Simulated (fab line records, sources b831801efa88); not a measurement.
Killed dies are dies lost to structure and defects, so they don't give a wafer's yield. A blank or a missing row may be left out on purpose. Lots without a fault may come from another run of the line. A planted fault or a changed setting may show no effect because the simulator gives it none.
A struck lot beside a sound one | flow sky130 | 18 steps out of a route of 708
Sound: wafers L101.2, L101.4, L101.5. Struck: wafers L108.1, L108.3, L108.6. The cause comes at the end.
At each step with rows: each side's tool, then ch and its chambers, then its first start. Under that, the readings that differ: sound wafers | struck wafers | difference of the means | sigmas: that difference in standard deviations of wafers without a fault.
alike: readings whose means differ by less than 2 such deviations, and words and numbers that are the same on both sides. not compared: withheld readings, readings that some wafer has no value for, bounds like >300 that may hide the same value, and numbers for which the record gives no deviation and whose values overlap.
The two part at a step that has a row with sigmas, a row that says differs or no value, or rows on one side only. Numbers that don't overlap but have no deviation are shown without sigmas and don't part them. A reading that every wafer of one side lacks parts them only if that side has two wafers or more.

first, 1 step without rows for these wafers: SKY_VT_ADJUST_PCH_IMPLANT_08.
SKY_VT_ADJUST_PCH_STRIP_09: strips in O2/N2.
  sound on plasma_asher-01 ch 0,1, day 10 13:29; struck on plasma_asher-02 ch 0,1, day 12 19:36
  alike: chamber_pressure_mTorr, drypump_motor_current_A, oes_product_au, strip_time_to_endpoint_s
  not compared: rf_hours_counter_h
SKY_VT_ADJUST_PCH_TW_MEAS_10:
  sound on film_metro-01, day 10 13:36; struck on film_metro-03, day 12 19:42
  alike: VT_ADJUST_PCH_TW
then, 7 steps without rows for these wafers: SKY_SONOS_TUNNEL_DEHYDRATE_00 (time 60 s); SKY_SONOS_TUNNEL_HMDS_01 (prime time 60 s); SKY_SONOS_TUNNEL_COAT_02 (resist thk 1140 nm); SKY_SONOS_TUNNEL_SOFTBAKE_03 (time 60 s); SKY_SONOS_TUNNEL_EXPOSE_04 (exposes mask TUNM, target cd 410 nm); SKY_SONOS_TUNNEL_PEB_05; SKY_SONOS_TUNNEL_DEVELOP_06 (develop time 60 s).
SKY_SONOS_TUNNEL_CD_MEAS_07: target cd 410 nm.
  sound on cd_sem-02, day 11 12:50; struck on cd_sem-01, day 13 20:57
  alike: cd_nm
SKY_SONOS_TUNNEL_OVL_MEAS_08:
  sound on overlay-01, day 11 12:56; struck on overlay-01, day 13 21:04
  alike: SONOS_TUNNEL_OVL
SKY_SONOS_TUNNEL_IMPLANT_09:
  sound on implanter-04 ch 0, day 11 13:00; struck on implanter-04 ch 0, day 13 21:07
  reading                   | sound             | struck            | difference | sigmas
  implant_ion_amu           | 11 11 11          | 49 49 49          | +38        |
  model.implant.rp_nm (nm)  | 65.96 65.96 65.96 | 17.25 17.25 17.25 | -48.71     |
  model.implant.drp_nm (nm) | 28.34 28.34 28.34 | 9.752 9.752 9.752 | -18.588    |
then, 2 steps without rows for these wafers: SKY_SONOS_TUNNEL_WET_ETCH_10 (etches SiO2 in dHF, target depth 14 nm, time 280 s); SKY_SONOS_TUNNEL_STRIP_11 (strips in SPM, time 600 s).
SKY_SONOS_TUNNEL_TW_MEAS_12:
  sound on film_metro-02, day 11 13:25; struck on film_metro-04, day 13 21:32
  reading         | sound             | struck            | difference | sigmas
  SONOS_TUNNEL_TW | 197.0 198.3 197.1 | 296.8 297.3 295.6 | +99.1      | +58
then, 1 step without rows for these wafers: SKY_SONOS_TUNNEL_CLEAN_13 (cleans in dHF, time 20 s).
-- the record jumps here: 34 days lie between the struck wafers' starts before and after (it left off in module SONOS_TUNNEL and takes up again in module PAD_OPEN, whose first step shown is number 708 of the route) --
SKY_PAD_OPEN_PROBE_99:
  sound on prober-01, day 46 08:55; struck on prober-02, day 48 03:44
  reading                                     | sound                | struck              | difference | sigmas
  model.etest.sonos_programmed.off_log10_a_um | -13.94 -13.98 -13.97 | -11.92 -12.31 -11.9 | +1.92      |
  alike: killed_at_M0_to_M3, killed_at_M4_up, killed_at_contacts, killed_at_front_end, killed_at_other, killed_dies, killed_open, killed_short

WHERE THEY PART
Only at SKY_SONOS_TUNNEL_TW_MEAS_12, within this record. Later steps at which nothing parts them and some readings are alike: SKY_PAD_OPEN_PROBE_99.

WHY: what the simulator had put in
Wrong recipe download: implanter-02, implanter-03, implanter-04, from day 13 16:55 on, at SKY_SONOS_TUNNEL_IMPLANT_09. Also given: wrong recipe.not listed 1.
